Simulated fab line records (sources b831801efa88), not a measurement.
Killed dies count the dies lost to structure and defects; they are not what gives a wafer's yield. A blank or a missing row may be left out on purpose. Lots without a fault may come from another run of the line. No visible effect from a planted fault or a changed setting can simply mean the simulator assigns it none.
Which tool did it?    flow sky130    Sampling: 13 lots, 39 wafers, 3 of 708 route steps

== WHAT THE GAUGES SHOWED, per wafer ==
SKY_LDD_HVP_TW_MEAS_10.
lot   measured      on             LDD_HVP_TW
L663  day 21 12:45  film-metro-01  451.0 450.2 452.9
L665  day 22 05:13  film-metro-02  449.1 452.6 455.1
L666  day 22 08:40  film-metro-01  453.4 454.9 457.9
L667  day 23 17:31  film-metro-02  455.5 450.0 451.0
L671  day 25 05:16  film-metro-02  454.8 453.1 454.7
L675  day 26 10:26  film-metro-03  454.2 452.1 452.1
L676  day 26 19:26  film-metro-02  458.3 456.0 455.8
L677  day 26 21:11  film-metro-01  453.3 454.4 452.1
L679  day 27 17:54  film-metro-03  450.4 451.1 450.2
L680  day 27 23:26  film-metro-03  449.1 450.9 451.2
L682  day 28 12:43  film-metro-01  454.3 451.8 454.3
L683  day 28 16:47  film-metro-03  449.2 447.3 450.0
L686  day 29 15:15  film-metro-03  453.9 453.5 453.0

SKY_LOCAL_INTERCONNECT_THK_MEAS_02: measures by xrf.
lot   measured      on             LOCAL_INTERCONNECT_TIN_THK (nm)
L663  day 29 03:13  film-metro-02  101.2 100.9 100.4
L665  day 29 18:55  film-metro-01  101.0 99.9 99.9
L666  day 29 22:47  film-metro-03  101.3 101.9 101.4
L667  day 31 03:26  film-metro-03  100.7 102.1 101.5
L671  day 32 11:04  film-metro-01  100.9 101.7 101.2
L675  day 33 14:32  film-metro-03  99.9 100.4 100.3
L676  day 33 22:21  film-metro-02  99.7 101.2 100.5
L677  day 34 02:14  film-metro-01  100.0 100.6 99.9
L679  day 34 19:57  film-metro-02  100.7 101.2 102.4
L680  day 35 00:29  film-metro-02  100.5 100.3 101.5
L682  day 35 11:59  film-metro-02  101.4 99.8 100.3
L683  day 35 17:03  film-metro-03  102.5 100.7 102.8
L686  day 36 12:40  film-metro-01  101.2 100.0 101.5

== WHAT TOOL EACH LOT RAN ON (gives the tool, then ch and the chambers of the sampled wafers, and finally the start) ==
lot   SKY_LI_CONTACT_CMP_24
L663  cmp-01 ch 1,2,3, day 29 02:44
L665  cmp-01 ch 1,2,3, day 29 18:35
L666  cmp-02 ch 1,3, day 29 22:18
L667  cmp-02 ch 1,2,3, day 31 03:05
L671  cmp-02 ch 1,2,3, day 32 10:41
L675  cmp-02 ch 2,3, day 33 14:03
L676  cmp-01 ch 0,1,3, day 33 21:55
L677  cmp-01 ch 0,1,2, day 34 01:52
L679  cmp-02 ch 0,2,3, day 34 19:27
L680  cmp-02 ch 1,2, day 35 00:02
L682  cmp-02 ch 1,2,3, day 35 11:35
L683  cmp-02 ch 0,2,3, day 35 16:34
L686  cmp-02 ch 0,1,2, day 36 12:10
- SKY_LI_CONTACT_CMP_24: polishes, stops on PSG, t overpolish 20 s, target thk 0 nm.

== AS READ BY THE TOOLS THEMSELVES (means over the sampled wafers that have a number; for cases with no such wafer, the mark the record gives instead) ==
SKY_LI_CONTACT_CMP_24.
lot   tool    motor-current-A (A)  overpolish-run-s (s)  time-to-endpoint-s (s)
L663  cmp-01  9.7                  20.000                95
L665  cmp-01  9.5                  19.997                99
L666  cmp-02  11.3                 20.011                105
L667  cmp-02  11.6                 20.002                98
L671  cmp-02  11.6                 20.000                99
L675  cmp-02  11.6                 19.999                101
L676  cmp-01  11.4                 21.931                99
L677  cmp-01  10.0                 21.938                96
L679  cmp-02  10.7                 19.993                94
L680  cmp-02  11.9                 20.005                100
L682  cmp-02  11.8                 19.994                103
L683  cmp-02  10.6                 20.000                102
L686  cmp-02  10.9                 19.998                96

== THE ANSWER, worked out from the rows above alone ==
Rule: what is usual is taken from the lots themselves. Put in order of their means at a reading, lots are off if they are a third of the lots or fewer, leave a main group of 4 or more, and stand apart from it by a gap of 3 or more times the standard deviation of the main group's means; of several such gaps the widest counts. The tables above print the reading to a certain number of digits; a main group whose means all agree to those digits is not used. A lot without any number at a reading at which 4 lots or more have one is off too. All remaining lots with rows at the step are treated as sound. After the gauges, taken in route order, come the tools' own readings; for these a lot's mean is taken, as printed above. At the first step where some lot is off, the reading lying furthest off is the one used; lots without a number count as furthest.
Off: L676, L677, at SKY_LI_CONTACT_CMP_24 (overpolish-run-s). The main group: mean 20.000 s, standard deviation 0.0048.
If a tool, at that step or one of the process steps before it, ran each lot that is off and ran no sound lot following the first of them, it fits. One candidate fits, namely cmp-01 at SKY_LI_CONTACT_CMP_24. Its last sound lot is L665 (day 29 18:35), its first lot that is off L676 (day 33 21:55): a fault that began between those two fits.
The tool's own readings at SKY_LI_CONTACT_CMP_24 bear it out: on the lots that are off they differ by more than 5 times the standard deviation of the sound lots' means. overpolish-run-s reads 21.934 s there against 20.000 s on the sound lots.

== WHAT THE SIMULATOR PUT IN ==
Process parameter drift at SKY_LI_CONTACT_CMP_24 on cmp-01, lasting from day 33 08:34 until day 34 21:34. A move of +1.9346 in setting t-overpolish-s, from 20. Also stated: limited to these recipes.
Struck lots among those shown: L676, L677. The same result came from the rule above.
